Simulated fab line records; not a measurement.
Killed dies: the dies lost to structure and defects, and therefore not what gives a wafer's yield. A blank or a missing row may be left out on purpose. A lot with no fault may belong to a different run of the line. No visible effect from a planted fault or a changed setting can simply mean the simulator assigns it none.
A struck lot beside a sound one + flow sky130 + 14 steps out of a route of 708
Sound: the wafers L437.1, L437.4, L437.5. Wafers L448.2, L448.3, L448.5 were the ones struck. Last of all comes the cause.
Each step with rows lists, per side, the tool, then ch with its chambers, then its first start. Under that, the readings that differ: sound wafers + struck wafers + difference of the means + sigmas: that difference in standard deviations of wafers without a fault.
alike: readings with means less than 2 such deviations apart, plus words and numbers identical on both sides. not compared: withheld readings, readings lacking a value on some wafer, bounds such as >300 that could conceal the same value, and numbers that have no deviation in the record and whose values overlap.
Wherever a step has rows on one side only, a row that says differs or no value, or a row with sigmas, the two part there. Non-overlapping numbers with no deviation appear without sigmas and do not part them. Lack of a reading on every wafer of one side parts them only where that side has two or more wafers.

first, 2 steps without rows for these wafers: SKY_VIA4_PEB_09; SKY_VIA4_DEVELOP_10 (develop time 60 s).
SKY_VIA4_OVL_MEAS_11:
  sound on overlay-01, day 44 23:32; struck on overlay-01, day 47 16:23
  alike: VIA4_OVL
SKY_VIA4_ETCH_12: etches SiO2 in C4F8/O2/Ar, stops on TiN, target depth 580 nm.
  sound on rie diel-04 ch 1,3, day 44 23:34; struck on rie diel-04 ch 0,1,2, day 47 16:25
  alike: oes product au
SKY_VIA4_STRIP_13: strips in O2/N2.
  sound on plasma asher-03 ch 0,1, day 44 23:38; struck on plasma asher-04 ch 0,1, day 47 16:29
  alike: drypump motor current A, oes product au, strip time to endpoint s
  not compared: rf hours counter h
then, 3 steps without rows for these wafers: SKY_VIA4_STRIP_14 (strips in post etch residue remover, time 1200 s); SKY_VIA4_CLEAN_15 (cleans in IPA, time 180 s); SKY_VIA4_CLEAN_16 (cleans in O3/DIW).
SKY_VIA4_SPUTTER_17: material TiN, target thk 20 nm, time 80 s.
  sound on pvd sputter-02, day 45 00:40; struck on pvd sputter-03, day 47 17:05
  alike: cathode dc power W, throttle valve pct
SKY_VIA4_CVD_18: deposits W, target thk 505 nm, time 152.14 s.
  sound on cvd w-02 ch 0,1, day 45 00:43; struck on cvd w-02 ch 0,1, day 47 17:08
  alike: heater power w
SKY_VIA4_RS_MEAS_19: the measuring method here is four-point-probe.
  sound on film metro-03, day 45 00:52; struck on film metro-02, day 47 17:19
  alike: VIA4_W_RS
SKY_VIA4_THK_MEAS_20: measures by xrf.
  sound on film metro-03, day 45 00:59; struck on film metro-02, day 47 17:25
  alike: VIA4_W_THK
SKY_VIA4_CMP_21: polishes, stops on SiO2, t overpolish 25 s, target thk 0 nm.
  sound on cmp-01 ch 0,3, day 45 01:06; struck on cmp-01 ch 2,3, day 47 17:28
  no value came back on the struck wafers for any of 6 readings (edge zone pressure frac, head pressure psi (psi) and others); on the sound wafers edge zone pressure frac reads 0.998 0.999 1.000
| reading                                  | sound             | struck            | difference | sigmas |
|------------------------------------------|-------------------|-------------------|------------|--------|
| model.W_of_VIA4_CVD_18.thk nm (nm)       | 0 0 0             | 517.4 507.4 511.9 | +512.2     |        |
| model.SiO2_of_VIA4_HDPCVD_00.thk nm (nm) | 574.7 575.3 575.7 | 577.6 576.6 578.5 | +2.3       |        |
-- the record jumps here: 3 days lie between the struck wafers' starts before and after (it left off in module VIA4 and takes up again in module PAD_OPEN, whose first step shown is number 708 of the route) --
SKY_PAD_OPEN_PROBE_99:
  sound on prober-02, day 47 18:26; struck on prober-01, day 50 10:34
| reading                  | sound          | struck                                                               | difference                   | sigmas      |
|--------------------------|----------------|----------------------------------------------------------------------|------------------------------|-------------|
| hold                     | - - -          | await dispo/1.0h/scrap await dispo/1.0h/scrap await dispo/1.0h/scrap | no value on the sound wafers |             |
| defect limited yield (%) | 84.3 85.2 82.3 | 0 0 0                                                                | -84                          | -40         |
| killed_at_M4_up          | 2 4 3          | 397 403 386                                                          | +392                         | +99 or more |
| killed at contacts       | 25 18 20       | 34 32 31                                                             | +11                          | +2          |
| killed at other          | 0 0 0          | 1 1 1                                                                | +1                           | +2          |
| killed dies              | 77 73 87       | 492 492 492                                                          | +413                         | +41         |
| killed on rim            | 14 16 17       | 96 96 96                                                             | +80                          | +21         |
| killed open              | 34 42 42       | 58 56 56                                                             | +17                          | +3          |
| sort_bin_3_pad_short (%) | 0.4 0.6 1.6    | 80.7 82.5 78.5                                                       | +79.7                        | +99 or more |
| sort_bin_5_function (%)  | 10.0 8.3 10.0  | 11.2 12.2 14.0                                                       | +3.0                         | +2          |
| sort n pass              | 415 419 405    | 0 0 0                                                                | -413                         | -41         |
| sort yield pct (%)       | 84.3 85.2 82.3 | 0 0 0                                                                | -84                          | -40         |
  alike: killed_at_M0_to_M3, killed at front end, killed short, sort_bin_6_memory

== WHERE THEY PART ==
At SKY_VIA4_CMP_21 first; at SKY_PAD_OPEN_PROBE_99 last (within this record only).

WHY: the cause the simulator had injected
At SKY_VIA4_CMP_21, the step was skipped entirely on cmp-01 from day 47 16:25 on. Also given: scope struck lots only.
